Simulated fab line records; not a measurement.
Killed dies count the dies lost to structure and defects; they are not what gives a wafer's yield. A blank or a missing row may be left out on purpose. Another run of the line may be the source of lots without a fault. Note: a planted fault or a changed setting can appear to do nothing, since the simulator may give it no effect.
fab line records | flow sky130
record lots=6 wafers=18 last-day=50
route steps=708 shown CAP2M@605 PAD_OPEN@708
lots that met no fault: taken from a fault-free run of the same line
start-h: the number of hours between the record's first day and the start of the first shown wafer of the lot | wait-h: hours from the lot's prior step to this one | " the same as in the row above | L1.1+2: a row that stands for several wafers | - no value present, or no start provided | * or withheld: withheld | < > ~ a bound
route shown NAME@n: NAME is a module with steps in the file, n the number in the route of the first one | usual: mean/standard deviation taken from wafers without a fault | same: alike in all rows | chamber/n: place in a boat | sites: each site's reading | _std_site: how widely they spread, as a standard deviation | _edge_site: outer sites' mean less inner sites' | radius-mm: how far each site lies from the wafer's centre | mask NAME#n: copy n | behind: the tool/chamber that last shaped the wafer | hold: what put the lot on hold/how long, in hours/how the hold closed | device: names the non-switching transistor (n, p or np) | end of line: the same wafers' tests at the end of the route | a step without rows: its recipe alone | killed: at the first sort, the dies lost to defects and structure; wafer yield is something else | map: per-die view of a wafer (x killed, . not killed, _ where there is no die)
set.NAME: the setting as run; set.NAME@STEP: as run at that earlier step | model.NAME: the simulator's own value behind a step, which no gauge read
lots at some steps of the route; a table a step, a row a wafer
services: a tool's chamber out of use, with start hour (start-h, from the record's first day; less than 0 if before it), hours out, and reason
## steps
# step SKY_CAP2M_SPUTTER_02
# recipe material=TiN target-thk-nm=200 temp-c=300 power-w=6500 time-s=166.7 chamber-pressure-pa=0.4
# usual substrate-temp-c=300.02/0.19 throttle-valve-pct=30.0/0.79
# columns lot.wafer tool chamber start-h wait-h substrate-temp-c throttle-valve-pct
L923.2 pvd-sputter-02 - 981.97 0.0 299.89 30.2
L923.5 " - " " 300.38 30.0
L923.6 " - " " 299.96 30.0
L925.3 pvd-sputter-04 - 987.48 0.0 299.81 30.4
L925.5 " - " " 299.94 30.2
L925.6 " - " " 300.18 29.7
L926.1 pvd-sputter-04 - 994.28 0.1 299.85 30.4
L926.3 " - " " 299.72 30.0
L926.5 " - " " 299.84 30.3
L929.1 pvd-sputter-01 - 1009.57 0.1 299.74 29.0
L929.5 " - " " 299.85 28.5
L929.6 " - " " 300.18 30.2
L934.1 pvd-sputter-02 - 1043.41 0.1 300.08 29.8
L934.4 " - " " 299.72 30.0
L934.5 " - " " 299.87 30.1
L939.2 pvd-sputter-01 - 1075.44 0.0 300.02 29.0
L939.3 " - " " 300.17 30.5
L939.6 " - " " 300.03 28.5
# step SKY_CAP2M_RS_MEAS_03
# recipe thk-meas-gauge=four-point-probe reads=TiN_of_CAP2M_SPUTTER_02
# usual CAP2M_TIN_RS=6.84/0.067
# columns lot.wafer tool chamber start-h wait-h CAP2M_TIN_RS[ohm/sq]
L923.2 film-metro-03 - 982.10 0.1 6.84
L923.5 " - " " 6.77
L923.6 " - " " 6.90
L925.3 film-metro-03 - 987.63 0.1 6.90
L925.5 " - " " 6.87
L925.6 " - " " 6.94
L926.1 film-metro-03 - 994.39 0.1 6.86
L926.3 " - " " 6.91
L926.5 " - " " 6.92
L929.1 film-metro-02 - 1009.68 0.1 6.90
L929.5 " - " " 6.86
L929.6 " - " " 6.79
L934.1 film-metro-03 - 1043.53 0.1 6.77
L934.4 " - " " 6.86
L934.5 " - " " 6.86
L939.2 film-metro-03 - 1075.57 0.1 6.93
L939.3 " - " " 6.78
L939.6 " - " " 6.95
# step SKY_CAP2M_THK_MEAS_04
# recipe thk-meas-gauge=xrf reads=TiN_of_CAP2M_SPUTTER_02
# usual CAP2M_TIN_THK=205.7/2.3
# columns lot.wafer tool chamber start-h wait-h CAP2M_TIN_THK[nm]
L923.2 film-metro-03 - 982.21 0.1 206.4
L923.5 " - " " 208.3
L923.6 " - " " 204.6
L925.3 film-metro-03 - 987.73 0.1 203.4
L925.5 " - " " 204.5
L925.6 " - " " 201.6
L926.1 film-metro-03 - 994.51 0.1 204.8
L926.3 " - " " 203.3
L926.5 " - " " 202.0
L929.1 film-metro-02 - 1009.80 0.1 204.4
L929.5 " - " " 204.9
L929.6 " - " " 207.5
L934.1 film-metro-03 - 1043.65 0.1 208.3
L934.4 " - " " 206.0
L934.5 " - " " 205.6
L939.2 film-metro-03 - 1075.68 0.1 201.0
L939.3 " - " " 205.1
L939.6 " - " " 200.9
# step SKY_CAP2M_DEHYDRATE_05
# recipe temp-c=200 time-s=60
# step SKY_CAP2M_HMDS_06
# recipe prime-time-s=60 prime-temp-c=120
# step SKY_CAP2M_COAT_07
# recipe resist=NOVOLAK spin-rpm=3000 resist-thk-nm=1140
# step SKY_CAP2M_SOFTBAKE_08
# recipe temp-c=90 time-s=58.67 resist=NOVOLAK
# step SKY_CAP2M_EXPOSE_09
# recipe mask-id=CAP2M na=0.6 source-shape=conventional sigma-outer=0.6 polarization=unpolarized target-cd-nm=1000 dose-mj=159
# step SKY_CAP2M_PEB_10
# recipe temp-c=withheld time-s=* resist=NOVOLAK
# step SKY_CAP2M_DEVELOP_11
# recipe resist=NOVOLAK developer=TMAH develop-time-s=60 dev-temp-c=23
# step SKY_CAP2M_OVL_MEAS_12
# usual CAP2M_OVL=0.3/1.1
# columns lot.wafer tool chamber start-h wait-h CAP2M_OVL[nm]
L923.2 overlay-01 - 1005.27 0.1 -1.3
L923.5 " - " " -0.5
L923.6 " - " " 0.2
L925.3 overlay-01 - 1010.95 0.1 -1.2
L925.5 " - " " -0.7
L925.6 " - " " -0.8
L926.1 overlay-02 - 1017.86 0.1 -0.5
L926.3 " - " " 0.4
L926.5 " - " " 0.9
L929.1 overlay-01 - 1032.09 0.1 1.9
L929.5 " - " " -0.3
L929.6 " - " " 2.0
L934.1 overlay-02 - 1064.91 0.1 1.2
L934.4 " - " " 0.9
L934.5 " - " " 0.4
L939.2 overlay-02 - 1095.97 0.1 1.9
L939.3 " - " " 0.9
L939.6 " - " " 0.9
# step SKY_CAP2M_METAL_ETCH_13
# recipe target-depth-nm=220 stop-on=SiO2 chemistry=Cl2/BCl3 target=TiN pressure-mtorr=10 icp-w=900 bias-w=48.5 Cl2_flow_sccm=60 bcl3-flow-sccm=30 time-s=62.9
# usual bcl3-flow-sccm=30.01/0.098 drypump-motor-current-A=5.5/0.4 oes-product-au=0.947/0.007 throttle-valve-pct=21.899/0.011
# columns lot.wafer tool chamber start-h wait-h bcl3-flow-sccm drypump-motor-current-A oes-product-au rf-hours-counter-h throttle-valve-pct
L923.2 rie-metal-01 0 1005.32 0.0 30.08 5.1 0.951 - 21.896
L923.5 " 0 " " 29.92 5.1 0.951 - 21.901
L923.6 " 0 " " 30.04 5.1 0.944 - 21.891
L925.3 rie-metal-04 0 1011.00 0.0 30.14 6.2 0.949 - 21.901
L925.5 " 1 " " 29.92 5.5 0.951 - 21.896
L925.6 " 0 " " 30.01 6.2 0.940 - 21.916
L926.1 rie-metal-01 0 1017.90 0.0 29.87 5.1 0.942 9 21.893
L926.3 " 0 " " 30.00 5.1 0.940 - 21.909
L926.5 " 0 " " 29.94 5.1 0.934 - 21.925
L929.1 rie-metal-01 1 1032.13 0.0 29.97 5.3 0.934 14 21.900
L929.5 " 1 " " 29.80 5.3 0.943 - 21.910
L929.6 " 0 " " 29.92 5.1 0.955 - 21.895
L934.1 rie-metal-01 1 1064.95 0.0 30.08 5.2 0.948 16 21.895
L934.4 " 1 " " 29.94 5.2 0.943 - 21.913
L934.5 " 1 " " 29.98 5.3 0.940 - 21.896
L939.2 rie-metal-02 1 1096.00 0.0 30.00 5.4 0.939 18 21.924
L939.3 " 0 " " 30.09 5.7 0.955 - 21.919
L939.6 " 1 " " 29.80 5.4 0.932 - 21.895
# step SKY_CAP2M_STRIP_14
# recipe chemistry=O2/N2 power-w=1400 pressure-mtorr=1500 platen-temp-c=withheld o2-flow-sccm=3000 n2-flow-sccm=300 overash-fraction=0.5
# usual chamber-pressure-mTorr=1500.1/1.5 drypump-motor-current-A=5.5/0.64 oes-product-au=0.711/0.0053 strip-time-to-endpoint-s=12.65/0.045
# columns lot.wafer tool chamber start-h wait-h chamber-pressure-mTorr drypump-motor-current-A oes-product-au rf-hours-counter-h strip-time-to-endpoint-s model.NOVOLAK_of_CAP2M_COAT_07.thk-nm
L923.2 plasma-asher-03 1 1005.45 0.1 - - - - - 993.3
L923.5 " 1 " " - - - - - 996.2
L923.6 " 0 " " - - - - - 997.1
L925.3 plasma-asher-04 0 1011.09 0.1 - - - - - 999.3
L925.5 " 1 " " - - - - - 996.2
L925.6 " 0 " " - - - - - 995.6
L926.1 plasma-asher-01 1 1018.05 0.1 1499.1 5.0 0.718 49 12.62 0
L926.3 " 1 " " 1500.3 5.0 0.709 - 12.63 0
L926.5 " 0 " " 1498.5 4.8 0.712 - 12.65 0
L929.1 plasma-asher-01 1 1032.20 0.1 1501.4 5.0 0.707 50 12.63 0
L929.5 " 0 " " 1500.3 4.8 0.708 - 12.61 0
L929.6 " 1 " " 1499.9 5.0 0.711 - 12.69 0
L934.1 plasma-asher-04 1 1065.10 0.1 1498.9 4.9 0.717 95 12.69 0
L934.4 " 1 " " 1496.3 4.9 0.700 - 12.64 0
L934.5 " 0 " " 1499.7 6.3 0.710 - 12.68 0
L939.2 plasma-asher-03 0 1096.07 0.1 1499.3 6.0 0.695 2 12.64 0
L939.3 " 0 " " 1500.0 6.0 0.707 - 12.68 0
L939.6 " 1 " " 1500.2 6.0 0.718 - 12.64 0
# step SKY_CAP2M_STRIP_15
# recipe chemistry=post-etch-residue-remover time-s=1200 temp-c=72.5
# step SKY_PAD_OPEN_PROBE_99
# usual defect-limited-yield=82.6/2.1 killed_at_M0_to_M3=42/7.6 killed_at_M4_up=3.4/2 killed-at-contacts=24/5.9 killed-at-front-end=16/4.5 killed-at-other=0.4/0.58 killed-dies=86/10 killed-on-rim=17/4.2 killed-open=47/7.6 killed-short=39/6.7 sort_bin_3_pad_short=0.9/0.42 sort_bin_5_function=10.3/1.7 sort_bin_6_memory=6.2/1.2 sort-n-pass=406/10 sort-yield-pct=82.6/2.1
# same gross-dies=492 killed-at-back-side=0 sort_bin_4_leakage[%]=0 sort_bin_8_speed[%]=0
# columns lot.wafer tool chamber start-h wait-h hold defect-limited-yield[%] killed_at_M0_to_M3 killed_at_M4_up killed-at-contacts killed-at-front-end killed-at-other killed-dies killed-on-rim killed-open killed-short sort_bin_3_pad_short[%] sort_bin_5_function[%] sort_bin_6_memory[%] sort-n-pass sort-yield-pct[%]
L923.2 prober-02 - 1119.67 0.1 await-dispo/0.8h/scrap 0.6 5 1 3 2 478 489 96 5 6 23.2 74.2 2.0 3 0.6
L923.5 prober-02 - 1119.82 0.2 await-dispo/0.8h/scrap 0.2 15 0 4 3 469 491 96 13 9 25.2 73.4 1.2 1 0.2
L923.6 prober-02 - 1119.87 0.2 await-dispo/0.8h/scrap 0.2 9 1 7 3 471 491 96 10 10 22.6 74.0 3.3 1 0.2
L925.3 prober-02 - 1124.28 0.2 await-dispo/1.3h/scrap 0.2 2 0 4 1 484 491 96 4 3 23.6 74.6 1.6 1 0.2
L925.5 prober-02 - 1124.38 0.2 await-dispo/1.3h/scrap 0.4 10 1 4 1 474 490 96 7 9 24.4 73.6 1.6 2 0.4
L925.6 prober-02 - 1124.43 0.2 await-dispo/1.3h/scrap 0.2 3 1 8 2 477 491 96 6 8 23.6 72.4 3.9 1 0.2
L926.1 prober-02 - 1130.08 0.1 - 78.9 64 0 21 18 1 104 31 55 49 1.0 11.8 8.3 388 78.9
L926.3 prober-02 - 1130.18 0.2 - 81.3 39 4 31 17 1 92 16 55 36 0.6 11.0 7.1 400 81.3
L926.5 prober-02 - 1130.28 0.2 - 86.4 34 4 21 6 2 67 15 38 27 1.2 8.3 4.1 425 86.4
L929.1 prober-02 - 1142.85 0.2 - 82.1 37 3 37 11 0 88 14 47 41 0.6 13.0 4.3 404 82.1
L929.5 prober-02 - 1143.05 0.3 - 80.5 39 8 29 20 0 96 14 57 39 0.6 12.4 6.5 396 80.5
L929.6 prober-02 - 1143.10 0.4 - 80.7 51 1 26 17 0 95 22 52 43 1.0 12.4 5.9 397 80.7
L934.1 prober-02 - 1168.93 0.1 - 83.7 45 2 22 11 0 80 17 49 31 1.0 9.6 5.7 412 83.7
L934.4 prober-02 - 1169.08 0.2 - 78.7 57 7 25 16 0 105 22 54 51 1.4 12.4 7.5 387 78.7
L934.5 prober-02 - 1169.13 0.2 - 83.9 37 2 28 12 0 79 16 47 32 0.4 10.4 5.3 413 83.9
L939.2 prober-02 - 1193.63 0.1 - 82.1 48 0 28 12 0 88 13 47 41 0.4 11.8 5.7 404 82.1
L939.3 prober-02 - 1193.68 0.2 - 81.9 51 5 17 16 0 89 21 44 45 1.0 10.4 6.7 403 81.9
L939.6 prober-02 - 1193.83 0.2 - 81.9 40 5 22 22 0 89 17 49 40 0.6 11.8 5.7 403 81.9
# killed by level:class
L923.2 CAP2M:plasma-strip-residue=478 CONTACT:geometric-particle:open=2 POLY_GATE:geometric-particle:short=1 POLY_GATE:geometric-particle:open=1 LI_CONTACT:geometric-particle:open=1 METAL1:geometric-particle:short=1 VIA1:geometric-particle:short=1 VIA1:geometric-particle:open=1
L923.5 CAP2M:plasma-strip-residue=469 VIA1:geometric-particle:open=4 VIA2:geometric-particle:open=3 METAL2:geometric-particle:short=3 FIELD_ISO:geometric-particle:open=2 CONTACT:geometric-particle:open=2 VIA3:geometric-particle:open=2 FIELD_ISO:geometric-particle:short=1
L923.6 CAP2M:plasma-strip-residue=471 METAL2:geometric-particle:short=3 CONTACT:geometric-particle:open=3 CONTACT:geometric-particle:short=2 VIA1:geometric-particle:open=2 FIELD_ISO:geometric-particle:open=1 SONOS_ONO:geometric-particle:open=1 POLY_GATE:geometric-particle:short=1
L925.3 CAP2M:plasma-strip-residue=484 VIA1:geometric-particle:open=2 SPACER:geometric-particle:short=1 LI_CONTACT:geometric-particle:open=1 LOCAL_INTERCONNECT:geometric-particle:short=1 CONTACT:geometric-particle:short=1 CONTACT:geometric-particle:open=1
L925.5 CAP2M:plasma-strip-residue=474 VIA1:geometric-particle:short=4 LI_CONTACT:geometric-particle:open=2 VIA1:geometric-particle:open=2 SPACER:geometric-particle:open=1 LI_CONTACT:geometric-particle:short=1 VIA2:geometric-particle:open=1 CONTACT:geometric-particle:open=1
L925.6 CAP2M:plasma-strip-residue=477 CONTACT:geometric-particle:open=3 LOCAL_INTERCONNECT:geometric-particle:short=2 CONTACT:geometric-particle:short=2 FIELD_ISO:geometric-particle:short=1 FIELD_ISO:geometric-particle:open=1 LOCAL_INTERCONNECT:geometric-particle:open=1 METAL2:geometric-particle:short=1
L926.1 VIA1:geometric-particle:open=15 METAL2:geometric-particle:short=8 VIA3:geometric-particle:open=8 LI_CONTACT:geometric-particle:open=7 CONTACT:geometric-particle:open=7 VIA2:geometric-particle:open=7 FIELD_ISO:geometric-particle:short=6 VIA3:geometric-particle:short=6
L926.3 CONTACT:geometric-particle:open=16 VIA1:geometric-particle:open=11 VIA3:geometric-particle:open=8 POLY_GATE:geometric-particle:open=6 LOCAL_INTERCONNECT:geometric-particle:short=5 CONTACT:geometric-particle:short=5 VIA2:geometric-particle:open=5 FIELD_ISO:geometric-particle:short=4
L926.5 VIA1:geometric-particle:open=9 LI_CONTACT:geometric-particle:open=7 CONTACT:geometric-particle:open=7 VIA2:geometric-particle:open=6 METAL2:geometric-particle:short=4 VIA1:geometric-particle:short=3 CONTACT:geometric-particle:short=3 METAL4:geometric-particle:short=3
L929.1 CONTACT:geometric-particle:open=13 LI_CONTACT:geometric-particle:open=11 METAL2:geometric-particle:short=8 VIA1:geometric-particle:short=6 VIA2:geometric-particle:open=5 VIA3:geometric-particle:open=5 FIELD_ISO:geometric-particle:short=4 VIA1:geometric-particle:open=4
L929.5 CONTACT:geometric-particle:open=14 VIA1:geometric-particle:open=10 METAL1:geometric-particle:short=8 LI_CONTACT:geometric-particle:open=6 VIA2:geometric-particle:open=6 POLY_GATE:geometric-particle:short=5 POLY_GATE:geometric-particle:open=5 VIA3:geometric-particle:open=5
L929.6 VIA1:geometric-particle:open=13 LI_CONTACT:geometric-particle:open=12 CONTACT:geometric-particle:open=6 CONTACT:geometric-particle:short=6 VIA1:geometric-particle:short=6 METAL2:geometric-particle:short=6 FIELD_ISO:geometric-particle:short=5 VIA3:geometric-particle:short=5
L934.1 VIA3:geometric-particle:open=10 VIA1:geometric-particle:open=10 CONTACT:geometric-particle:open=8 LI_CONTACT:geometric-particle:open=7 VIA1:geometric-particle:short=5 METAL2:geometric-particle:short=5 VIA2:geometric-particle:open=5 POLY_GATE:geometric-particle:short=4
L934.4 VIA1:geometric-particle:open=12 VIA1:geometric-particle:short=9 VIA3:geometric-particle:open=9 CONTACT:geometric-particle:open=8 LI_CONTACT:geometric-particle:open=6 CONTACT:geometric-particle:short=5 METAL2:geometric-particle:short=5 VIA3:geometric-particle:short=5
L934.5 LI_CONTACT:geometric-particle:open=11 CONTACT:geometric-particle:open=9 VIA3:geometric-particle:open=6 METAL1:geometric-particle:short=5 VIA1:geometric-particle:open=5 FIELD_ISO:geometric-particle:short=4 FIELD_ISO:geometric-particle:open=4 VIA1:geometric-particle:short=4
L939.2 LI_CONTACT:geometric-particle:open=12 VIA1:geometric-particle:open=11 METAL1:geometric-particle:short=11 VIA3:geometric-particle:open=8 LOCAL_INTERCONNECT:geometric-particle:short=5 VIA1:geometric-particle:short=5 FIELD_ISO:geometric-particle:open=4 POLY_GATE:geometric-particle:short=4
L939.3 CONTACT:geometric-particle:open=11 VIA1:geometric-particle:open=10 VIA3:geometric-particle:open=9 FIELD_ISO:geometric-particle:short=7 METAL1:geometric-particle:short=7 METAL2:geometric-particle:short=7 VIA1:geometric-particle:short=4 VIA3:geometric-particle:short=4
L939.6 VIA1:geometric-particle:open=11 LI_CONTACT:geometric-particle:open=10 METAL1:geometric-particle:short=9 FIELD_ISO:geometric-particle:short=7 VIA3:geometric-particle:open=7 CONTACT:geometric-particle:open=6 METAL2:geometric-particle:short=6 POLY_GATE:geometric-particle:open=5
# map L923.5 (x killed, . not)
__________xxxxxxxxxx_________
________xxxxxxxxxxxxxx_______
______xxxxxxxxxxxxxxxxxx_____
_____xxxxxxxxxxxxxxxxxxxx____
____xxxxxxxxxxxxxxxxxxxxxx___
___xxxxxxxxxxxxxxxxxxxxxxxx__
__xxxxxxxxxx.xxxxxxxxxxxxxxx_
_xxxxxxxxxxxxxxxxxxxxxxxxxxxx
_xxxxxxxxxxxxxxxxxxxxxxxxxxxx
_xxxxxxxxxxxxxxxxxxxxxxxxxxxx
_xxxxxxxxxxxxxxxxxxxxxxxxxxxx
_xxxxxxxxxxxxxxxxxxxxxxxxxxxx
_xxxxxxxxxxxxxxxxxxxxxxxxxxxx
_xxxxxxxxxxxxxxxxxxxxxxxxxxxx
_xxxxxxxxxxxxxxxxxxxxxxxxxxxx
__xxxxxxxxxxxxxxxxxxxxxxxxxx_
___xxxxxxxxxxxxxxxxxxxxxxxx__
____xxxxxxxxxxxxxxxxxxxxxx___
_____xxxxxxxxxxxxxxxxxxxx____
______xxxxxxxxxxxxxxxxxx_____
________xxxxxxxxxxxxxx_______
__________xxxxxxxxxx_________
# map L925.3 (x killed, . not)
__________xxxxxxxxxx_________
________xxxxxxxxxxxxxx_______
______xxxxxxxxxxxxxxxxxx_____
_____xxxxxxxxxxxxxxxxxxxx____
____xxxxxxxxxxxxxxxxxxxxxx___
___xxxxxxxxxxxxxxxxxxxxxxxx__
__xxxxxxxxxxxxxxxxxxxxxxxxxx_
_xxxxxxxxxxxxxxxxxxxxxxxxxxxx
_xxxxxxxxxxxxxxxxxxxxxxxxxxxx
_xxxxxxxxxxxxxxxxxxxxxxxxxxxx
_xxxxxxxxxxxxxxxxxxxxxxxxxxxx
_xxxxxxxxxx.xxxxxxxxxxxxxxxxx
_xxxxxxxxxxxxxxxxxxxxxxxxxxxx
_xxxxxxxxxxxxxxxxxxxxxxxxxxxx
_xxxxxxxxxxxxxxxxxxxxxxxxxxxx
__xxxxxxxxxxxxxxxxxxxxxxxxxx_
___xxxxxxxxxxxxxxxxxxxxxxxx__
____xxxxxxxxxxxxxxxxxxxxxx___
_____xxxxxxxxxxxxxxxxxxxx____
______xxxxxxxxxxxxxxxxxx_____
________xxxxxxxxxxxxxx_______
__________xxxxxxxxxx_________
## services
# columns tool chamber start-h hours kind
plasma-asher-04 - 963.41 3.7 repair
rie-metal-01 1 971.59 47.0 repair
pvd-sputter-04 0 977.14 - consumable-replace:kit
pvd-sputter-04 0 977.14 18.0 scheduled-down
pvd-sputter-04 0 977.14 18.0 vent-cycle
plasma-asher-01 - 983.19 2.0 repair
plasma-asher-01 - 985.22 3.9 repair
pvd-sputter-01 3 987.35 - consumable-replace:kit
pvd-sputter-01 3 987.35 18.0 scheduled-down
pvd-sputter-01 3 987.35 18.0 vent-cycle
pvd-sputter-04 - 988.66 1.4 repair
plasma-asher-03 - 989.98 0.9 repair
rie-metal-01 - 994.03 2.8 pm
plasma-asher-03 - 996.05 0.3 repair
rie-metal-01 0 1018.13 6.6 repair
rie-metal-04 - 1028.83 5.8 repair
pvd-sputter-02 - 1034.69 4.7 repair
pvd-sputter-02 - 1054.41 2.0 repair
plasma-asher-03 - 1055.05 14.6 pm
rie-metal-01 0 1059.14 10.0 repair
pvd-sputter-01 - 1060.07 2.2 repair
pvd-sputter-04 - 1061.34 1.2 repair
plasma-asher-03 - 1069.65 9.0 pm
pvd-sputter-04 - 1079.67 4.5 repair
## key
first-sign step=SKY_CAP2M_STRIP_14 reading=tool-record direction=missing
effect step=SKY_PAD_OPEN_PROBE_99 reading=killed-at-other direction=up sigmas=99+ usual=0.4 struck=475.5
model-effect step=SKY_CAP2M_STRIP_14 value=NOVOLAK_of_CAP2M_COAT_07.thk-nm without=0 struck=996.3
met-at SKY_CAP2M_STRIP_14
struck-wafers L923.2,L923.5,L923.6,L925.3,L925.5,L925.6
later-rows-left-out L923.2,L923.5,L923.6,L925.3,L925.5,L925.6
fault kind=skipped-step-whole tool=plasma-asher-03,plasma-asher-04 chamber=- onset-h=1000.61 steps=SKY_CAP2M_STRIP_14 scope=struck-lots-only
# later-rows-left-out: the simulator's readings of these wafers behind a module that went badly wrong aren't trusted and aren't shown, but for the sort
